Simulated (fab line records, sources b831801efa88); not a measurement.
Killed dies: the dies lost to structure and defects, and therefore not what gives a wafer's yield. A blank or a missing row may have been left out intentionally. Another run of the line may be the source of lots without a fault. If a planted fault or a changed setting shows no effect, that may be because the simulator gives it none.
fab line records ; flow gf180mcu ; part 2 of 2: steps 34 to 48 of 48
record lots=5; wafers=15; last_day=34
route steps=602 shown STI@10 DNWELL@32 NWELL@42 LVPWELL@54
lots with no fault: from the same line, run without faults
start_h: start of the lot's first displayed wafer, in hours after the record's first day ; wait_h: hours from the lot's prior step to this one ; " repeats the value in the row above ; L1.1+2: a single row standing in for several wafers ; - no value, or no start was given ; * or withheld: withheld ; < > ~ a bound
route shown NAME@n: names a module that has steps shown in the file, with the first one's number in the route ; usual: average and standard deviation across the fault-free wafers ; same: alike in all rows ; chamber/n: place in a boat ; sites: each site's reading ; _std_site: standard deviation across them ; _edge_site: the outer-site mean with the inner-site mean subtracted ; radius_mm: how far each site lies from the wafer's centre ; mask NAME#n: copy n ; behind: the last tool/chamber to shape the wafer ; hold: cause of the lot's hold/its duration in hours/its outcome ; device: names the non-switching transistor (n, p or np) ; end of line: tests of these same wafers at the route's end ; a step with no rows: only its recipe ; killed: at the first sort, the dies lost to defects and structure; wafer yield is something else ; map: per-die view of a wafer (x killed, . not killed, _ where there is no die)
set.NAME: the setting as run; set.NAME@STEP: as run at that earlier step ; model.NAME: the simulator's own value behind a step, which no gauge read
lots at selected steps of the route; one table per step, one row per wafer
services: a tool's chamber out of use, with start hour (start_h, from the record's first day; less than 0 if before it), hours out, and reason
## steps
# step GF_NWELL_HMDS_01
# recipe prime_time_s=60; prime_temp_c=120
lot.wafer;tool;chamber;start_h;wait_h
L080.3+4+5;litho_track-01;0;80.11;0.1
L082.1+2+6;litho_track-04;0;90.34;0.1
L092.3+4+6;litho_track-02;0;146.96;0.1
L094.4+5+6;litho_track-01;0;156.98;0.1
L096.1+2+6;litho_track-02;0;166.51;0.1
# step GF_NWELL_COAT_02
# recipe spin_rpm=2000; resist_thk_nm=3000
lot.wafer;tool;chamber;start_h;wait_h
L080.3+4+5;litho_track-01;0;80.26;0.1
L082.1+2+6;litho_track-04;0;90.49;0.1
L092.3+4+6;litho_track-02;0;147.11;0.1
L094.4+5+6;litho_track-01;0;157.13;0.1
L096.1+2+6;litho_track-02;0;166.66;0.1
# step GF_NWELL_SOFTBAKE_03
# recipe temp_c=110; time_s=withheld
lot.wafer;tool;chamber;start_h;wait_h
L080.3+4+5;litho_track-01;0;80.43;0.1
L082.1+2+6;litho_track-04;0;90.64;0.1
L092.3+4+6;litho_track-02;0;147.28;0.1
L094.4+5+6;litho_track-01;0;157.31;0.1
L096.1+2+6;litho_track-02;0;166.81;0.1
# step GF_NWELL_EXPOSE_04
# recipe mask_id=Nwell; target_cd_nm=860; na=0.6; source_shape=conventional; sigma_outer=0.6; dose_mj=260
# same na=0.6; sigma_outer=0.6
lot.wafer;tool;chamber;start_h;wait_h;mask
L080.3+4+5;iline_stepper-01;0;-;-;Nwell#0
L082.1+2+6;iline_stepper-01;0;-;-;Nwell#0
L092.3+4+6;iline_stepper-02;0;-;-;Nwell#0
L094.4+5+6;iline_stepper-02;0;-;-;Nwell#0
L096.1+2+6;iline_stepper-01;0;-;-;Nwell#0
# step GF_NWELL_PEB_05
# recipe temp_c=115; time_s=withheld
lot.wafer;tool;chamber;start_h;wait_h
L080.3+4+5;litho_track-01;0;-;-
L082.1+2+6;litho_track-01;0;-;-
L092.3+4+6;litho_track-01;0;-;-
L094.4+5+6;litho_track-04;0;-;-
L096.1+2+6;litho_track-04;0;-;-
# step GF_NWELL_DEVELOP_06
# recipe wall_angle_deg=90; develop_time_s=60; dev_temp_c=23
lot.wafer;tool;chamber;start_h;wait_h
L080.3+4+5;litho_track-01;0;-;-
L082.1+2+6;litho_track-01;0;-;-
L092.3+4+6;litho_track-01;0;-;-
L094.4+5+6;litho_track-04;0;-;-
L096.1+2+6;litho_track-04;0;-;-
# step GF_NWELL_OVL_MEAS_07
# usual NWELL_OVL=-0.1/1.3
lot.wafer;tool;chamber;start_h;wait_h;NWELL_OVL[nm]
L080.3;overlay-01;-;87.27;-;-0.3
L080.4;overlay-01;-;87.27;-;-0.2
L080.5;overlay-01;-;87.27;-;-0.2
L082.1;overlay-01;-;97.96;-;0.0
L082.2;overlay-01;-;97.96;-;-0.1
L082.6;overlay-01;-;97.96;-;1.3
L092.3;overlay-02;-;155.22;-;-1.5
L092.4;overlay-02;-;155.22;-;-1.9
L092.6;overlay-02;-;155.22;-;-1.1
L094.4;overlay-01;-;164.91;-;0.7
L094.5;overlay-01;-;164.91;-;-0.1
L094.6;overlay-01;-;164.91;-;0.0
L096.1;overlay-02;-;175.34;-;0.5
L096.2;overlay-02;-;175.34;-;-0.4
L096.6;overlay-02;-;175.34;-;-0.3
# step GF_NWELL_IMPLANT_08
# recipe species=P; energy_kev=450; dose_cm2=1.5e+13; tilt_deg=0
lot.wafer;tool;chamber;start_h;wait_h
L080.3+4+5;implanter-02;0;87.35;0.1
L082.1+2+6;implanter-03;0;98.00;0.0
L092.3+4+6;implanter-04;0;155.29;0.1
L094.4+5+6;implanter-04;0;165.00;0.1
L096.1+2+6;implanter-04;0;175.38;0.0
# step GF_NWELL_IMPLANT_09
# recipe species=P; energy_kev=160; dose_cm2=4e+12; tilt_deg=0
lot.wafer;tool;chamber;start_h;wait_h
L080.3+4+5;implanter-02;0;87.50;0.1
L082.1+2+6;implanter-03;0;98.15;0.1
L092.3+4+6;implanter-04;0;155.44;0.1
L094.4+5+6;implanter-04;0;165.15;0.1
L096.1+2+6;implanter-04;0;175.53;0.1
# step GF_NWELL_STRIP_10
# recipe chemistry=O2/N2; power_w=1400; pressure_mtorr=1500; platen_temp_c=250; o2_flow_sccm=3000; n2_flow_sccm=300; overash_fraction=0.5
# usual drypump_motor_current_A=5.6/0.48; heater_power_w=327/29; oes_product_au=0.723/0.0044; strip_time_to_endpoint_s=37.00/0.11
lot.wafer;tool;chamber;start_h;wait_h;drypump_motor_current_A;heater_power_w;oes_product_au;rf_hours_counter_h;strip_time_to_endpoint_s
L080.3;plasma_asher-01;0;87.63;0.1;5.6;332;0.729;-;37.17
L080.4;plasma_asher-01;1;87.63;0.1;5.8;349;0.732;-;37.09
L080.5;plasma_asher-01;1;87.63;0.1;5.9;354;0.719;-;37.08
L082.1;plasma_asher-03;1;98.30;0.1;5.2;288;0.719;30;37.15
L082.2;plasma_asher-03;0;98.30;0.1;6.4;326;0.723;30;37.00
L082.6;plasma_asher-03;0;98.30;0.1;6.4;334;0.723;-;37.06
L092.3;plasma_asher-03;1;155.58;0.1;5.2;289;0.723;-;36.87
L092.4;plasma_asher-03;0;155.58;0.1;6.4;333;0.724;-;36.87
L092.6;plasma_asher-03;1;155.58;0.1;5.2;288;0.728;-;36.97
L094.4;plasma_asher-03;1;165.26;0.1;5.2;293;0.727;-;37.01
L094.5;plasma_asher-03;1;165.26;0.1;5.2;284;0.721;-;37.01
L094.6;plasma_asher-03;0;165.26;0.1;6.4;342;0.716;-;36.99
L096.1;plasma_asher-04;1;175.68;0.1;5.4;374;0.717;52;36.93
L096.2;plasma_asher-04;0;175.68;0.1;5.2;317;0.720;52;36.88
L096.6;plasma_asher-04;1;175.68;0.1;5.4;381;0.719;-;36.89
# step GF_NWELL_TW_MEAS_11
# usual NWELL_TW=1574/19
lot.wafer;tool;chamber;start_h;wait_h;NWELL_TW
L080.3;film_metro-04;-;87.72;0.1;1581
L080.4;film_metro-04;-;87.72;0.1;1577
L080.5;film_metro-04;-;87.72;0.1;1578
L082.1;film_metro-03;-;98.40;0.1;1554
L082.2;film_metro-03;-;98.40;0.1;1554
L082.6;film_metro-03;-;98.40;0.1;1558
L092.3;film_metro-04;-;155.66;0.1;1578
L092.4;film_metro-04;-;155.66;0.1;1567
L092.6;film_metro-04;-;155.66;0.1;1572
L094.4;film_metro-04;-;165.39;0.1;1583
L094.5;film_metro-04;-;165.39;0.1;1573
L094.6;film_metro-04;-;165.39;0.1;1568
L096.1;film_metro-01;-;175.78;0.1;1599
L096.2;film_metro-01;-;175.78;0.1;1608
L096.6;film_metro-01;-;175.78;0.1;1597
# step GF_LVPWELL_DEHYDRATE_00
# recipe temp_c=200; time_s=60
lot.wafer;tool;chamber;start_h;wait_h
L080.3+4+5;litho_track-01;0;93.41;5.7
L082.1+2+6;litho_track-01;0;104.36;6.0
L092.3+4+6;litho_track-02;0;163.31;7.6
L094.4+5+6;litho_track-01;0;173.08;7.7
L096.1+2+6;litho_track-03;0;183.30;7.5
# step GF_LVPWELL_HMDS_01
# recipe prime_time_s=60; prime_temp_c=120
lot.wafer;tool;chamber;start_h;wait_h
L080.3+4+5;litho_track-01;0;93.56;0.1
L082.1+2+6;litho_track-01;0;104.51;0.1
L092.3+4+6;litho_track-02;0;163.46;0.1
L094.4+5+6;litho_track-01;0;173.23;0.1
L096.1+2+6;litho_track-03;0;183.45;0.1
# step GF_LVPWELL_COAT_02
# recipe spin_rpm=2000; resist_thk_nm=3000
lot.wafer;tool;chamber;start_h;wait_h
L080.3+4+5;litho_track-01;0;93.71;0.1
L082.1+2+6;litho_track-01;0;104.66;0.1
L092.3+4+6;litho_track-02;0;163.61;0.1
L094.4+5+6;litho_track-01;0;173.38;0.1
L096.1+2+6;litho_track-03;0;183.60;0.1
# step GF_LVPWELL_SOFTBAKE_03
# recipe temp_c=110; time_s=withheld
lot.wafer;tool;chamber;start_h;wait_h
L080.3+4+5;litho_track-01;0;93.88;0.1
L082.1+2+6;litho_track-01;0;104.81;0.1
L092.3+4+6;litho_track-02;0;163.78;0.1
L094.4+5+6;litho_track-01;0;173.56;0.1
L096.1+2+6;litho_track-03;0;183.75;0.1
## services
tool;chamber;start_h;hours;kind
cmp-01;-;31.20;0.7;repair
implanter-03;-;38.44;0.8;repair
rie_diel-02;1;42.24;6.1;repair
implanter-01;-;42.68;1.4;repair
rie_si-01;1;43.65;52.7;repair
furnace-02;-;50.06;3.0;pm
implanter-03;-;51.73;1.8;repair
iline_stepper-01;-;61.96;1.7;pm
wet_bench-03;-;67.44;33.4;pm
krf_scanner-01;-;80.02;6.6;repair
krf_scanner-01;-;86.58;1.0;pm
iline_stepper-02;-;86.66;4.4;pm
krf_scanner-01;-;90.02;1.3;pm
implanter-04;-;92.83;2.7;repair
iline_stepper-02;-;94.59;4.9;repair
rie_diel-02;-;98.56;0.2;repair
iline_stepper-02;-;111.34;0.8;repair
implanter-04;-;134.74;0.5;repair
plasma_asher-01;-;136.15;6.1;repair
iline_stepper-01;-;138.75;6.2;repair
furnace-01;-;141.80;3.4;pm
krf_scanner-01;-;147.73;0.8;pm
wet_bench-03;-;165.64;1.9;pm
furnace-02;-;173.68;3.0;pm
